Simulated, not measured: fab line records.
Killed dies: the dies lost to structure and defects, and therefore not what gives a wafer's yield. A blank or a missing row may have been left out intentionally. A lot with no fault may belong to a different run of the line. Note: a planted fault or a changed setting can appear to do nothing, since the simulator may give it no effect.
Which of the tools did it? | flow gf180mcu | 12 lots, 36 wafers sampled, at 6 steps of a route of 602

WHAT THE GAUGES SHOWED, per wafer
GF_PSD_RS_MEAS_14: measurement is done with a four-point probe.
lot  | measured     | on            | NSD_RS (ohm/sq)
L104 | day 14 01:01 | film metro-03 | 46.09 46.20 46.03
L106 | day 14 19:05 | film metro-03 | 46.04 46.09 46.02
L109 | day 15 17:41 | film metro-01 | 46.03 46.12 46.17
L110 | day 16 10:02 | film metro-03 | 46.21 46.21 46.14
L116 | day 18 15:20 | film metro-03 | 46.32 46.30 46.40
L117 | day 19 01:28 | film metro-02 | 46.39 46.11 46.30
L118 | day 19 15:52 | film metro-01 | 46.26 46.36 46.38
L119 | day 20 00:15 | film metro-02 | 46.30 46.12 46.12
L120 | day 20 09:23 | film metro-02 | 46.28 46.22 46.10
L124 | day 21 06:10 | film metro-01 | 46.15 46.20 46.20
L125 | day 21 16:37 | film metro-01 | 46.05 45.98 46.10
L126 | day 22 06:56 | film metro-01 | 46.18 46.06 46.13

GF_M4_RS_MEAS_05: measurement is done with a four-point probe.
lot  | measured     | on            | M4_ALCU_RS (ohm/sq)
L104 | day 22 03:34 | film metro-01 | 0.0693 0.0694 0.0684
L106 | day 22 23:14 | film metro-03 | 0.0699 0.0691 0.0696
L109 | day 23 23:58 | film metro-04 | 0.0704 0.0701 0.0695
L110 | day 24 15:03 | film metro-03 | 0.0700 0.0705 0.0701
L116 | day 26 18:13 | film metro-03 | 0.0685 0.0697 0.0696
L117 | day 27 01:46 | film metro-01 | 0.0692 0.0695 0.0685
L118 | day 27 14:04 | film metro-01 | 0.0699 0.0705 0.0700
L119 | day 27 21:58 | film metro-01 | 0.0700 0.0709 0.0698
L120 | day 28 05:37 | film metro-03 | 0.0698 0.0697 0.0695
L124 | day 28 22:11 | film metro-01 | 0.0684 0.0683 0.0698
L125 | day 29 07:31 | film metro-01 | 0.0698 0.0696 0.0693
L126 | day 29 20:08 | film metro-03 | 0.0699 0.0707 0.0700

GF_V4_OVL_MEAS_15.
lot  | measured     | on         | V4_OVL (nm)
L104 | day 24 02:34 | overlay-01 | -6 -2 -1
L106 | day 24 21:00 | overlay-02 | -2 -8 -1
L109 | day 25 21:07 | overlay-01 | -5 -1 2
L110 | day 26 10:30 | overlay-02 | -8 -5 -6
L116 | day 28 10:24 | overlay-01 | -5 -6 -3
L117 | day 28 19:12 | overlay-02 | 2 7 7
L118 | day 29 05:39 | overlay-01 | -4 -2 -5
L119 | day 29 13:49 | overlay-01 | 0 0 -3
L120 | day 29 20:10 | overlay-01 | -9 -9 -11
L124 | day 30 13:18 | overlay-01 | -14 -15 -11
L125 | day 30 22:01 | overlay-02 | 2 5 -1
L126 | day 31 08:25 | overlay-01 | -8 -4 1

WHICH TOOL RAN EACH LOT (tool, then ch and the chambers of the sampled wafers, then the start)
lot  | GF_NSD_IMPLANT_10               | GF_NSD_STRIP_11                      | GF_V3_CVD_02
L104 | implanter-01 ch 0, day 13 04:25 | plasma asher-04 ch 0,1, day 13 04:33 | pecvd-02 ch 0,1, day 21 01:11
L106 | implanter-02 ch 0, day 13 22:01 | plasma asher-03 ch 0,1, day 13 22:10 | pecvd-03 ch 0,1,2, day 21 21:56
L109 | implanter-01 ch 0, day 14 19:25 | plasma asher-04 ch 0,1, day 14 19:34 | pecvd-02 ch 1,2, day 22 23:24
L110 | implanter-02 ch 0, day 15 11:37 | plasma asher-04 ch 0,1, day 15 11:45 | pecvd-02 ch 0,1,2, day 23 14:37
L116 | implanter-01 ch 0, day 17 15:42 | plasma asher-02 ch 0,1, day 17 15:51 | pecvd-01 ch 1,2, day 25 19:07
L117 | implanter-01 ch 0, day 18 01:17 | plasma asher-02 ch 0,1, day 18 01:26 | pecvd-01 ch 0,1,2, day 26 03:11
L118 | implanter-01 ch 0, day 18 14:53 | plasma asher-02 ch 0,1, day 18 15:02 | pecvd-03 ch 1,2, day 26 15:17
L119 | implanter-04 ch 0, day 18 23:16 | plasma asher-02 ch 0,1, day 18 23:24 | pecvd-01 ch 0,2, day 26 23:28
L120 | implanter-04 ch 0, day 19 08:27 | plasma asher-02 ch 0,1, day 19 08:36 | pecvd-01 ch 0,2, day 27 07:23
L124 | implanter-02 ch 0, day 20 05:47 | plasma asher-03 ch 0,1, day 20 05:56 | pecvd-03 ch 1,2, day 28 01:07
L125 | implanter-02 ch 0, day 20 16:37 | plasma asher-02 ch 0,1, day 20 16:45 | pecvd-02 ch 0,1, day 28 10:31
L126 | implanter-04 ch 0, day 21 06:57 | plasma asher-02 ch 0,1, day 21 07:05 | pecvd-03 ch 0,1,2, day 28 22:57
- GF_NSD_IMPLANT_10
- GF_NSD_STRIP_11: strips in O2/N2.
- GF_V3_CVD_02: deposits SiO2 from TEOS, target thk 850 nm, time 94.851 s.

AS READ BY THE TOOLS THEMSELVES (means over the sampled wafers that have a number; for cases with no such wafer, the mark the record gives instead)
GF_NSD_IMPLANT_10.
lot  | tool         | beam energy keV
L104 | implanter-01 | 39.984
L106 | implanter-02 | 39.999
L109 | implanter-01 | 40.011
L110 | implanter-02 | 40.006
L116 | implanter-01 | 43.485
L117 | implanter-01 | 43.490
L118 | implanter-01 | 43.494
L119 | implanter-04 | 40.009
L120 | implanter-04 | 40.009
L124 | implanter-02 | 39.993
L125 | implanter-02 | 39.981
L126 | implanter-04 | 40.009

GF_NSD_STRIP_11.
lot  | tool            | drypump motor current A (A) | heater power w (W) | oes product au (a.u.) | strip time to endpoint s (s)
L104 | plasma asher-04 | 5.97                        | 329                | 0.484                 | 22.96
L106 | plasma asher-03 | 6.24                        | 313                | 0.489                 | 23.00
L109 | plasma asher-04 | 5.96                        | 329                | 0.484                 | 22.93
L110 | plasma asher-04 | 5.95                        | 330                | 0.492                 | 22.98
L116 | plasma asher-02 | 6.15                        | 365                | 0.486                 | 23.09
L117 | plasma asher-02 | 6.26                        | 372                | 0.485                 | 23.09
L118 | plasma asher-02 | 6.23                        | 366                | 0.488                 | 23.10
L119 | plasma asher-02 | 6.28                        | 378                | 0.485                 | 22.96
L120 | plasma asher-02 | 6.25                        | 373                | 0.484                 | 22.99
L124 | plasma asher-03 | 6.32                        | 301                | 0.483                 | 22.90
L125 | plasma asher-02 | 6.25                        | 376                | 0.488                 | 23.00
L126 | plasma asher-02 | 6.25                        | 373                | 0.485                 | 22.94

GF_V3_CVD_02.
lot  | tool     | heater power w (W)
L104 | pecvd-02 | 612
L106 | pecvd-03 | 539
L109 | pecvd-02 | 637
L110 | pecvd-02 | 640
L116 | pecvd-01 | 694
L117 | pecvd-01 | 753
L118 | pecvd-03 | 486
L119 | pecvd-01 | 763
L120 | pecvd-01 | 745
L124 | pecvd-03 | 510
L125 | pecvd-02 | 618
L126 | pecvd-03 | 506

THE ANSWER, worked out from the rows above alone
Rule: the lots themselves supply what counts as usual. The widest of any qualifying gaps counts: lots, ordered by their means at a reading, are off when they make up no more than a third of the lots, leave a main group of 4 or more, and stand apart from it by 3 or more times the standard deviation of that group's means. A main group whose means are all the same, to the digits that the tables above print for the reading, isn't used. A lot without any number at a reading at which 4 lots or more have one is off too. Where the step has rows for the other lots, those lots are counted as sound. Order of review: gauges by route order, followed by the tools' own readings, for which a lot's mean as printed above is used. At the first step where some lot is off, the reading lying furthest off is the one used; lots without a number count as furthest.
Off: L116, L117, L118, at GF_NSD_IMPLANT_10 (beam energy keV). For the main group the mean is 40.000 and the standard deviation 0.011.
A tool fits if, at that step or a process step before it, it ran every lot that is off, and no sound lot after the first of them. One fits: implanter-01 at GF_NSD_IMPLANT_10. Its last sound lot is L109 (day 14 19:25), its first lot that is off L116 (day 17 15:42): a fault that began between those two fits.
On the lots that are off, the tool's own readings at GF_NSD_IMPLANT_10 differ by more than 5 times the standard deviation of the sound lots' means, which bears it out; beam energy keV reads 43.490 there versus 40.000 on the sound lots.

WHAT THE SIMULATOR HAD INSERTED
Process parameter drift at GF_NSD_IMPLANT_10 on implanter-01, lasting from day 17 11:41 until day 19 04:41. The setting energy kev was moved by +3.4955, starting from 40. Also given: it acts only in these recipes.
Lots struck among those shown: L116, L117, L118. The rule given above showed the same thing.
